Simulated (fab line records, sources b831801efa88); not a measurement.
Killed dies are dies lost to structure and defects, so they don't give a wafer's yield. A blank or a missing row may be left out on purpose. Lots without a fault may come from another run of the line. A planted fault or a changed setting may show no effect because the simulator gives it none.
Which tool did it? | flow gf180mcu | 11 lots, 33 wafers sampled, at 6 steps of a route of 602

WHAT THE GAUGES READ, wafer by wafer
GF_M3_CD_MEAS_14: target cd 280 nm. Usual: cd_nm 280.0 nm, standard deviation 1.2.
lot  | measured     | on        | cd_nm (nm)        | flag
L658 | day 22 03:21 | cd_sem-02 | 279.8 281.1 281.4 |
L659 | day 22 10:28 | cd_sem-02 | 279.4 279.9 278.1 |
L661 | day 23 04:10 | cd_sem-02 | 279.3 279.5 280.3 |
L662 | day 23 13:43 | cd_sem-02 | 278.8 278.1 279.6 |
L663 | day 24 01:36 | cd_sem-02 | 281.2 280.9 279.8 |
L670 | day 26 22:14 | cd_sem-02 | 279.0 279.3 278.3 |
L674 | day 27 11:31 | cd_sem-02 | 279.3 279.8 280.8 |
L675 | day 27 17:34 | cd_sem-01 | 280.2 280.6 279.3 |
L676 | day 28 09:20 | cd_sem-01 | 280.7 280.7 279.4 |
L677 | day 28 15:46 | cd_sem-01 | 281.1 280.5 282.2 |
L678 | day 28 22:55 | cd_sem-01 | 279.3 278.7 279.2 |

GF_M3_OVL_MEAS_15. Usual: M3_OVL 1 nm, standard deviation 4.2.
lot  | measured     | on         | M3_OVL (nm) | flag
L658 | day 22 03:28 | overlay-01 | -1 3 -1     |
L659 | day 22 10:34 | overlay-02 | -7 -5 -4    |
L661 | day 23 04:16 | overlay-02 | -1 3 1      |
L662 | day 23 13:50 | overlay-01 | 3 1 2       |
L663 | day 24 01:43 | overlay-01 | 6 8 -4      |
L670 | day 26 22:22 | overlay-01 | 13 3 10     |
L674 | day 27 11:37 | overlay-02 | -5 -2 -1    |
L675 | day 27 17:41 | overlay-01 | -1 4 -7     |
L676 | day 28 09:28 | overlay-02 | 3 0 -2      |
L677 | day 28 15:53 | overlay-01 | 4 2 4       |
L678 | day 28 23:02 | overlay-01 | -2 3 -4     |

GF_V3_RS_MEAS_24: measures by four-point-probe. Usual: V3_W_RS 0.328 ohm/sq, standard deviation 0.0045.
lot  | measured     | on            | V3_W_RS (ohm/sq)                    | flag
L658 | day 23 04:47 | film_metro-02 | 0.320 0.321 0.334                   |
L659 | day 23 11:49 | film_metro-01 | 0.332 0.323 0.335                   |
L661 | day 24 05:14 | film_metro-03 | 0.281 0.281 0.284 0.280 0.281 0.283 | OFF
L662 | day 24 15:20 | film_metro-02 | 0.334 0.331 0.331                   |
L663 | day 25 02:38 | film_metro-02 | 0.282 0.274 0.271 0.282 0.274 0.271 | OFF
L670 | day 27 21:08 | film_metro-03 | 0.329 0.317 0.330                   |
L674 | day 28 09:26 | film_metro-01 | 0.330 0.325 0.326                   |
L675 | day 28 15:31 | film_metro-01 | 0.332 0.324 0.330                   |
L676 | day 29 07:08 | film_metro-02 | 0.336 0.322 0.331                   |
L677 | day 29 13:55 | film_metro-01 | 0.330 0.325 0.324                   |
L678 | day 29 20:57 | film_metro-02 | 0.325 0.328 0.322                   |

GF_V3_THK_MEAS_25: measures by xrf. Usual: V3_W_THK 351 nm, standard deviation 6.3.
lot  | measured     | on            | V3_W_THK (nm)           | flag
L658 | day 23 04:54 | film_metro-02 | 367 365 351             |
L659 | day 23 11:55 | film_metro-01 | 344 354 342             |
L661 | day 24 10:53 | film_metro-03 | 408 414 405 411 410 405 | OFF
L662 | day 24 15:28 | film_metro-02 | 349 353 353             |
L663 | day 25 08:02 | film_metro-02 | 411 425 429 412 423 427 | OFF
L670 | day 27 21:15 | film_metro-03 | 349 363 350             |
L674 | day 28 09:32 | film_metro-01 | 344 348 343             |
L675 | day 28 15:37 | film_metro-01 | 340 349 341             |
L676 | day 29 07:16 | film_metro-02 | 344 360 350             |
L677 | day 29 14:02 | film_metro-01 | 338 349 350             |
L678 | day 29 21:04 | film_metro-02 | 356 354 360             |

WHICH TOOL RAN EACH LOT (tool, then ch and the chambers of the sampled wafers, then the start)
lot  | GF_V3_SPUTTER_21             | GF_V3_CVD_23
L658 | pvd_sputter-04, day 23 04:34 | cvd_w-02 ch 0,1, day 23 04:40
L659 | pvd_sputter-01, day 23 11:35 | cvd_w-02 ch 0,1, day 23 11:41
L661 | pvd_sputter-01, day 24 05:00 | cvd_w-02 ch 0, day 24 05:06
L662 | pvd_sputter-04, day 24 15:08 | cvd_w-01 ch 0,1, day 24 15:14
L663 | pvd_sputter-02, day 25 02:25 | cvd_w-02 ch 0,1, day 25 02:31
L670 | pvd_sputter-04, day 27 20:55 | cvd_w-02 ch 0,1, day 27 21:01
L674 | pvd_sputter-01, day 28 09:11 | cvd_w-01 ch 0,1, day 28 09:17
L675 | pvd_sputter-04, day 28 15:17 | cvd_w-02 ch 0,1, day 28 15:23
L676 | pvd_sputter-02, day 29 06:56 | cvd_w-02 ch 0,1, day 29 07:02
L677 | pvd_sputter-02, day 29 13:42 | cvd_w-02 ch 0,1, day 29 13:48
L678 | pvd_sputter-01, day 29 20:43 | cvd_w-01 ch 0,1, day 29 20:49
- GF_V3_SPUTTER_21: material Ti, target thk 15 nm, time 80.02 s.
- GF_V3_CVD_23: deposits W, target thk 350 nm, time 104.9 s.

WHAT THE TOOLS THEMSELVES READ (means of the sampled wafers that have a number; where no wafer has one, the mark that the record gives instead)
GF_V3_SPUTTER_21. Usual: substrate_temp_c 199.98 C, standard deviation 0.18; throttle_valve_pct 30.7 %, standard deviation 0.79.
lot  | tool           | substrate_temp_c (C) | throttle_valve_pct (%) | flag
L658 | pvd_sputter-04 | 199.85               | 30.5                   |
L659 | pvd_sputter-01 | 200.01               | 30.5                   |
L661 | pvd_sputter-01 | 199.95               | 30.8                   |
L662 | pvd_sputter-04 | 199.92               | 30.6                   |
L663 | pvd_sputter-02 | 200.05               | 30.2                   |
L670 | pvd_sputter-04 | 200.17               | 30.5                   |
L674 | pvd_sputter-01 | 199.92               | 30.3                   |
L675 | pvd_sputter-04 | 200.00               | 30.5                   |
L676 | pvd_sputter-02 | 200.02               | 30.7                   |
L677 | pvd_sputter-02 | 200.18               | 30.4                   |
L678 | pvd_sputter-01 | 200.03               | 31.4                   |

GF_V3_CVD_23. Usual: heater_power_w 898 W, standard deviation 62.
lot  | tool     | heater_power_w (W) | flag
L658 | cvd_w-02 | 926                |
L659 | cvd_w-02 | 903                |
L661 | cvd_w-02 | 863                |
L662 | cvd_w-01 | 864                |
L663 | cvd_w-02 | 928                |
L670 | cvd_w-02 | 904                |
L674 | cvd_w-01 | 915                |
L675 | cvd_w-02 | 903                |
L676 | cvd_w-02 | 921                |
L677 | cvd_w-02 | 944                |
L678 | cvd_w-01 | 857                |

THE ANSWER, worked out from the rows above alone
Rule: a lot is off if the mean of its wafers that have a number lies more than 3 standard deviations from the usual mean. A lot without any number at a reading at which 4 lots or more have one is off too. The other lots that the step has rows for count as sound. The gauges are gone through in route order, then the tools' own readings, and for those a lot's mean is taken as printed above. The first step at which some lot is off is used, and at that step the reading that is off furthest; a lot without a number counts as furthest.
Off: L661, L663, at GF_V3_RS_MEAS_24 (V3_W_RS).
A tool fits if, at a process step before that reading, it ran every lot that is off, and no sound lot after the first of them. The gauges at GF_V3_RS_MEAS_24 are tried like those tools. None of those tried fits.

WHAT THE SIMULATOR HAD PUT IN
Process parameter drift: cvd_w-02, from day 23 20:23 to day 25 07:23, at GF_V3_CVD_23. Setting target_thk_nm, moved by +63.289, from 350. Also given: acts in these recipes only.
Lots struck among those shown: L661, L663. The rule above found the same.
